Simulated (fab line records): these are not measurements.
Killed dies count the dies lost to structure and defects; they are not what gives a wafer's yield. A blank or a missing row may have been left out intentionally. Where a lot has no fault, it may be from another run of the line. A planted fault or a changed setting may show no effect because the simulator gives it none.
Matching of chambers + flow sky130 + rie_diel-03 running SKY_POLY_GATE_ETCH_15: 4 sister chambers
The step etches BARC in N2/H2, stops on SiO2, time 118.5 s, target depth 110 nm. 20 wafers are shown with their chamber, then 10 later ones without.

## WAFERS WITH THEIR CHAMBER
| wafer  | chamber | drypump_motor_current_A (A) | throttle_valve_pct (%) | bias_w (W) |
|--------|---------|-----------------------------|------------------------|------------|
| L076.1 | 3       | 5.3                         | 13.218                 | 100.11     |
| L076.2 | 1       | 6.6                         | 13.202                 | 100.32     |
| L076.4 | 0       | 5.7                         | 13.228                 | 100.11     |
| L081.1 | 2       | 6.2                         | 13.222                 | 99.68      |
| L081.2 | 3       | 5.3                         | 13.226                 | 99.83      |
| L081.3 | 0       | 5.7                         | 13.221                 | 100.16     |
| L083.1 | 3       | 5.3                         | 13.229                 | 100.02     |
| L083.3 | 0       | 5.7                         | 13.219                 | 100.02     |
| L083.6 | 1       | 6.7                         | 13.203                 | 100.05     |
| L086.1 | 3       | 5.2                         | 13.209                 | 100.20     |
| L086.3 | 2       | 6.1                         | 13.207                 | 99.99      |
| L086.6 | 1       | 6.6                         | 13.208                 | 99.76      |
| L085.3 | 0       | 5.7                         | 13.219                 | 99.84      |
| L085.4 | 1       | 6.7                         | 13.212                 | 99.60      |
| L085.6 | 2       | 6.2                         | 13.220                 | 100.07     |
| L088.1 | 3       | 5.3                         | 13.218                 | 100.28     |
| L088.3 | 2       | 6.1                         | 13.198                 | 99.72      |
| L088.6 | 0       | 5.7                         | 13.206                 | 99.74      |
| L089.1 | 0       | 5.7                         | 13.219                 | 99.50      |
| L089.2 | 3       | 5.2                         | 13.213                 | 99.98      |

SIGNATURES (averages over the wafers above)
| reading                 | chamber 0 | chamber 1 | chamber 2 | chamber 3 | scatter within a chamber |
|-------------------------|-----------|-----------|-----------|-----------|--------------------------|
| drypump_motor_current_A | 5.700     | 6.650     | 6.150     | 5.267     | 0.0456                   |
| throttle_valve_pct      | 13.21867  | 13.20625  | 13.21175  | 13.21883  | 0.00786                  |
| bias_w                  | 99.8950   | 99.9325   | 99.8650   | 100.0700  | 0.232                    |
Rule: for a wafer and a chamber, the distance is found by dividing, reading by reading, the gap between the wafer's reading and the chamber's mean by the reading's scatter, squaring, summing and taking the root. The wafer belongs to the nearest chamber; if the next one is less than 2 further off, it can't be placed. The scatter: the root of (the sum of the squares of (reading less its chamber's mean) over the shown wafers, divided by (wafers less chambers)).

## WAFERS WHOSE CHAMBER IS MISSING
| wafer  | drypump_motor_current_A (A) | throttle_valve_pct (%) | bias_w (W) |
|--------|-----------------------------|------------------------|------------|
| L089.3 | 6.6                         | 13.212                 | 99.59      |
| L092.1 | 5.3                         | 13.228                 | 99.95      |
| L092.2 | 6.2                         | 13.217                 | 99.98      |
| L092.6 | 5.8                         | 13.204                 | 99.92      |
| L095.1 | 5.8                         | 13.206                 | 100.40     |
| L095.3 | 5.3                         | 13.211                 | 100.11     |
| L095.6 | 6.6                         | 13.213                 | 99.59      |
| L097.1 | 6.6                         | 13.218                 | 99.93      |
| L097.4 | 5.2                         | 13.206                 | 100.28     |
| L097.5 | 5.7                         | 13.234                 | 100.35     |

## CHAMBER TAKEN BY EACH
| wafer  | from the rows above | in truth |
|--------|---------------------|----------|
| L089.3 | 1                   | 1        |
| L092.1 | 3                   | 3        |
| L092.2 | 2                   | 2        |
| L092.6 | 0                   | 0        |
| L095.1 | 0                   | 0        |
| L095.3 | 3                   | 3        |
| L095.6 | 1                   | 1        |
| L097.1 | 1                   | 1        |
| L097.4 | 3                   | 3        |
| L097.5 | 0                   | 0        |
Correct placement for 10 of the 10. Number that these rows cannot place: 0. 0 placed wrongly.
